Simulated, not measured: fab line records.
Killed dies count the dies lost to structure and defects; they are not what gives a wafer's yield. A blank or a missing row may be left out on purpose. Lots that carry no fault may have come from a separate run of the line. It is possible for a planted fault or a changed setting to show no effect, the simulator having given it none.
A struck lot beside a sound one :: flow sky130 :: 31 out of 708 route steps
Sound: the wafers L857.3, L857.4, L857.5. Struck: wafer L865.2 (left out: L865.5, L865.6 of the same lot, which were not struck); the cause appears at the end.
Order at every step that has rows: each side's tool, ch and its chambers, its first start. Under that, the readings that differ: sound wafers :: struck wafers :: difference of the means :: sigmas: that difference in standard deviations of wafers without a fault.
alike: same words and numbers on both sides, and readings whose means sit less than 2 such deviations apart. not compared: any withheld reading, any reading some wafer has no value for, any bound like >300 that may hide the same value, and any number with overlapping values for which the record gives no deviation.
The two part at a step that has a row with sigmas, a row that says differs or no value, or rows on one side only. When numbers do not overlap yet have no deviation, they are printed without sigmas and do not part them. Lack of a reading on every wafer of one side parts them only where that side has two or more wafers.

SKY_VIA1_ETCH_15: etches SiO2 in C4F8/O2/Ar, stops on TiN, target depth 351 nm, time 54 s.
  sound on rieDiel-01 ch 0,3, day 36 10:49; struck on rieDiel-03 ch 1, day 38 15:04
  alike: oesProductAu
  not compared: rfHoursCounterH
SKY_VIA1_STRIP_16: strips in O2/N2.
  sound on plasmaAsher-03 ch 0,1, day 36 10:54; struck on plasmaAsher-03 ch 0, day 38 15:07
reading: rfHoursCounterH (h)
sound: - - -
struck: 110
difference: no value on the sound wafers
sigmas: 

reading: stripTimeToEndpointS (s)
sound: 4.475 4.480 4.481
struck: 4.430
difference: -0.049
sigmas: -2
  alike: drypumpMotorCurrentA, oesProductAu
then, 5 steps without rows for these wafers: SKY_VIA1_STRIP_17 (strips in post etch residue remover, time 1200 s); SKY_VIA1_CLEAN_18 (cleans in IPA, time 180 s); SKY_VIA1_CLEAN_19 (cleans in O3/DIW); SKY_VIA1_SPUTTER_20 (material TiN, target thk 20 nm, time 80 s); SKY_VIA1_CVD_21 (deposits W, target thk 270 nm, time 80.902 s).
SKY_VIA1_RS_MEAS_22: the measuring method here is four-point-probe.
  sound on filmMetro-03, day 36 11:47; struck on filmMetro-03, day 38 16:20
  alike: VIA1_W_RS
SKY_VIA1_THK_MEAS_23: measures by xrf.
  sound on filmMetro-03, day 36 11:53; struck on filmMetro-03, day 38 16:26
  alike: VIA1_W_THK
then, 3 steps without rows for these wafers: SKY_VIA1_CMP_24 (polishes, stops on SiO2, t overpolish 15 s, target thk 0 nm); SKY_METAL2_SPUTTER_00 (material Ti, target thk 15 nm, time 10 s); SKY_METAL2_SPUTTER_01 (material TiN, target thk 20 nm, time 16.7 s).
SKY_METAL2_SPUTTER_02: material AlCu, target thk 250 nm, time 13.3 s.
  sound on pvdSputter-04, day 36 12:25; struck on pvdSputter-04, day 38 16:50
reading: model.AlCu_of_METAL2_SPUTTER_02.thkNm (nm)
sound: 250.4 251.2 253
struck: 117.7
difference: -133.8
sigmas: 
  alike: throttleValvePct
then, 1 step without rows for these wafers: SKY_METAL2_SPUTTER_03 (material Ti, target thk 5 nm, time 3.3 s).
SKY_METAL2_SPUTTER_04: material TiN, target thk 70 nm, time 58.3 s.
  sound on pvdSputter-04, day 36 12:28; struck on pvdSputter-04, day 38 16:53
  alike: throttleValvePct
SKY_METAL2_RS_MEAS_05: the measuring method here is four-point-probe.
  sound on filmMetro-03, day 36 12:33; struck on filmMetro-04, day 38 17:14
reading: METAL2_ALCU_RS (ohm/sq)
sound: 0.1266 0.1262 0.1253
struck: 0.2797
difference: +0.1537
sigmas: +99 or more
  not compared: hold
SKY_METAL2_THK_MEAS_06: measures by xrf.
  sound on filmMetro-03, day 36 12:39; struck on filmMetro-04, day 39 03:35
reading: METAL2_ALCU_THK (nm)
sound: 249.8 246.1 249.6
struck: 115.3
difference: -133.2
sigmas: -46
  not compared: hold
then, 7 steps without rows for these wafers: SKY_METAL2_HMDS_08 (prime time 60 s); SKY_METAL2_COAT_09 (resist thk 60.85 nm); SKY_METAL2_COAT_10 (resist thk 450 nm); SKY_METAL2_SOFTBAKE_11 (time 90 s); SKY_METAL2_EXPOSE_12 (exposes mask MM2, target cd 140 nm); SKY_METAL2_PEB_13; SKY_METAL2_DEVELOP_14 (develop time 60 s).
SKY_METAL2_CD_MEAS_15: target cd 140 nm.
  sound on cdSem-01, day 37 14:33; struck on cdSem-02, day 39 17:04
  alike: cdNm
SKY_METAL2_OVL_MEAS_16:
  sound on overlay-02, day 37 14:38; struck on overlay-01, day 39 17:11
  alike: METAL2_OVL
SKY_METAL2_DESCUM_17: chemistry O2, time 8 s.
  sound on rieMetal-04 ch 0,1, day 37 14:41; struck on rieMetal-02 ch 0, day 39 17:13
reading: oesProductAu (a.u.)
sound: 0.996 0.996 1.002
struck: 1.025
difference: +0.027
sigmas: +2

reading: rfHoursCounterH (h)
sound: - - -
struck: 1
difference: no value on the sound wafers
sigmas: 
  alike: drypumpMotorCurrentA
SKY_METAL2_ETCH_18: etches BARC in N2/H2, stops on SiO2, time 45.9 s, target depth 60 nm.
  sound on rieMetal-04 ch 0,1, day 37 14:43; struck on rieMetal-02 ch 0, day 39 17:14
reading: rfHoursCounterH (h)
sound: - - -
struck: 1
difference: no value on the sound wafers
sigmas: 
  alike: drypumpMotorCurrentA, oesProductAu, throttleValvePct
SKY_METAL2_METAL_ETCH_19: etches the open film in Cl2/BCl3, stops on SiO2, target depth 360 nm, time 78 s.
  sound on rieMetal-04 ch 0,1, day 37 14:47; struck on rieMetal-02 ch 0, day 39 17:18
reading: oesProductAu (a.u.)
sound: 0.854 0.859 0.855
struck: 0.706
difference: -0.150
sigmas: -26

reading: rfHoursCounterH (h)
sound: - - -
struck: 1
difference: no value on the sound wafers
sigmas: 
  alike: drypumpMotorCurrentA, throttleValvePct
then, 1 step without rows for these wafers: SKY_METAL2_STRIP_20 (strips in O2/N2).
-- the record jumps here: 10 days lie between the struck wafers' starts before and after (it left off in module METAL2 and takes up again in module PAD_OPEN, whose first step shown is number 708 of the route) --
SKY_PAD_OPEN_PROBE_99:
  sound on prober-02, day 47 18:29; struck on prober-02, day 49 07:17
reading: defectLimitedYield (%)
sound: 76.6 81.9 82.1
struck: 85.6
difference: +5.4
sigmas: +3

reading: killedAtContacts
sound: 32 23 24
struck: 16
difference: -10
sigmas: -2

reading: killedDies
sound: 115 89 88
struck: 71
difference: -26
sigmas: -3

reading: killedShort
sound: 51 35 35
struck: 26
difference: -14
sigmas: -2

reading: sort_bin_5_function (%)
sound: 13.2 11.0 11.0
struck: 8.1
difference: -3.6
sigmas: -3

reading: sortNPass
sound: 377 403 404
struck: 421
difference: +26
sigmas: +3

reading: sortYieldPct (%)
sound: 76.6 81.9 82.1
struck: 85.6
difference: +5.4
sigmas: +3

reading: model.etest.met2.lineOhmUm
sound: 0.923 0.9207 0.9113
struck: 2.15
difference: +1.23
sigmas: 

reading: model.etest.met2.rsOhmSq
sound: 0.1283 0.1257 0.1261
struck: 0.2863
difference: +0.1596
sigmas: 
  alike: killed_at_M0_to_M3, killed_at_M4_up, killedAtFrontEnd, killedAtOther, killedOpen, sort_bin_3_pad_short, sort_bin_6_memory

WHERE THEY PART
First at SKY_VIA1_STRIP_16; last, within this record, at SKY_PAD_OPEN_PROBE_99.

WHY: what the simulator had put in
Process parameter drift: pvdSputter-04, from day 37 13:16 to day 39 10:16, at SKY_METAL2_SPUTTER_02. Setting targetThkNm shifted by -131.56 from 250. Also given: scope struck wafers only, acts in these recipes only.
